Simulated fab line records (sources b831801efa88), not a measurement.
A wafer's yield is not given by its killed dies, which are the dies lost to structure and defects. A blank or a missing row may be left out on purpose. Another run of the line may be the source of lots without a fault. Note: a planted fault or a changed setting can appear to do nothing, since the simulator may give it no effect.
Which tool is to blame? + flow gf180mcu + at 1 step of a route of 602, 13 lots with 38 wafers sampled

## WHAT THE GAUGES SHOWED, per wafer
GF_M5_CD_MEAS_07 targets a cd of 280 nm.
| lot  | measured     | on        | cd-nm (nm)        |
|------|--------------|-----------|-------------------|
| L802 | day 26 04:16 | cd-sem-01 | 279.2 278.5 280.4 |
| L803 | day 26 18:59 | cd-sem-02 | 278.6 278.9 278.7 |
| L804 | day 27 03:32 | cd-sem-01 | 279.6 280.6 278.4 |
| L805 | day 27 12:44 | cd-sem-01 | 280.2 279.8 279.3 |
| L806 | day 27 18:05 | cd-sem-02 | 280.2 279.0 280.7 |
| L807 | day 28 05:23 | cd-sem-02 | 281.2 280.8 280.2 |
| L808 | day 28 11:02 | cd-sem-02 | 279.4 279.9 279.7 |
| L810 | day 28 22:17 | cd-sem-01 | 278.5 279.3 278.8 |
| L811 | day 29 08:55 | cd-sem-01 | 280.4 280.3 280.5 |
| L819 | day 31 19:27 | cd-sem-01 | 279.9 279.5       |
| L821 | day 32 08:57 | cd-sem-01 | 281.2 279.8 281.0 |
| L822 | day 32 13:20 | cd-sem-01 | 280.5 281.7 281.1 |
| L824 | day 32 23:39 | cd-sem-01 | 279.4 278.8 277.6 |

## TOOL THAT RAN EACH LOT (tool first, then ch and the chambers of the sampled wafers, then the start)
No process step before these readings appears in the record.

## WHAT THE TOOLS THEMSELVES READ (means of the sampled wafers that have a number; where no wafer has one, the mark that the record gives instead)
The record holds no such reading with a usual standard deviation.

## THE ANSWER, worked out from the rows above alone
Rule: what is usual is taken from the lots themselves. The widest of any qualifying gaps counts: lots, ordered by their means at a reading, are off when they make up no more than a third of the lots, leave a main group of 4 or more, and stand apart from it by 3 or more times the standard deviation of that group's means. The tables above print the reading to a certain number of digits; a main group whose means all agree to those digits is not used. A lot without any number at a reading at which 4 lots or more have one is off too. Where the step has rows for the other lots, those lots are counted as sound. The gauges are gone through in route order, then the tools' own readings, and for those a lot's mean is taken as printed above. The first step at which some lot is off is used, and at that step the reading that is off furthest; a lot without a number counts as furthest.
No lot is off at any reading shown: from this, nothing can be told.

## WHAT HAD BEEN PUT IN BY THE SIMULATOR
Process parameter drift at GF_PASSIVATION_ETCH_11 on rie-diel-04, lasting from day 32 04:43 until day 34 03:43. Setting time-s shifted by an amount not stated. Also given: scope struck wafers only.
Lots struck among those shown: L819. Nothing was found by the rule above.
